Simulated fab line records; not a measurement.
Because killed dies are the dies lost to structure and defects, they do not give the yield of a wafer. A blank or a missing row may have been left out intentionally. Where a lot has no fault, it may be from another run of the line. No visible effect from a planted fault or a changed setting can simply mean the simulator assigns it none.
Which tool was responsible? | flow gf180mcu | 13 lots (39 wafers sampled), 1 step of a 602-step route

WHAT THE GAUGES READ, wafer by wafer
GF_HV_LDD_OVL_MEAS_08.
lot  | measured     | on         | HV_LDD_OVL (nm)
L780 | day 10 02:29 | overlay-02 | 1.5 1.9 4.2
L781 | day 10 07:19 | overlay-02 | -0.4 -1.7 -3.0
L782 | day 10 16:07 | overlay-01 | 3.3 1.9 2.2
L785 | day 11 14:44 | overlay-01 | 0.2 0.5 0.5
L787 | day 11 23:39 | overlay-01 | 3.1 2.4 2.5
L788 | day 12 08:20 | overlay-02 | -2.3 -2.3 0.1
L789 | day 13 01:14 | overlay-01 | -0.3 -0.9 -0.6
L791 | day 13 13:45 | overlay-01 | 0.6 -0.1 0.1
L792 | day 14 06:07 | overlay-01 | -1.9 -0.2 1.0
L794 | day 14 22:26 | overlay-02 | 2.1 4.4 3.0
L796 | day 15 08:49 | overlay-01 | 1.4 4.3 3.0
L797 | day 15 11:52 | overlay-01 | 0.6 0.7 -1.5
L803 | day 17 08:04 | overlay-01 | 3.4 4.2 0.7

TOOL THAT RAN EACH LOT (tool first, then ch and the chambers of the sampled wafers, then the start)
There is no process step in the record ahead of these readings.

AS READ BY THE TOOLS THEMSELVES (means over the sampled wafers that have a number; for cases with no such wafer, the mark the record gives instead)
The record holds no such reading with a usual standard deviation.

THE ANSWER, worked out from the rows above alone
Rule: the usual values come from the lots themselves. The widest of any qualifying gaps counts: lots, ordered by their means at a reading, are off when they make up no more than a third of the lots, leave a main group of 4 or more, and stand apart from it by 3 or more times the standard deviation of that group's means. A main group whose means are all the same, to the digits that the tables above print for the reading, isn't used. Also off: a lot with no number at a reading for which 4 or more lots have one. All remaining lots with rows at the step are treated as sound. The gauges are gone through in route order, then the tools' own readings, and for those a lot's mean is taken as printed above. At the first step where some lot is off, the reading lying furthest off is the one used; lots without a number count as furthest.
Nothing can be told from this: no lot is off at any reading shown.

WHAT THE SIMULATOR PUT IN
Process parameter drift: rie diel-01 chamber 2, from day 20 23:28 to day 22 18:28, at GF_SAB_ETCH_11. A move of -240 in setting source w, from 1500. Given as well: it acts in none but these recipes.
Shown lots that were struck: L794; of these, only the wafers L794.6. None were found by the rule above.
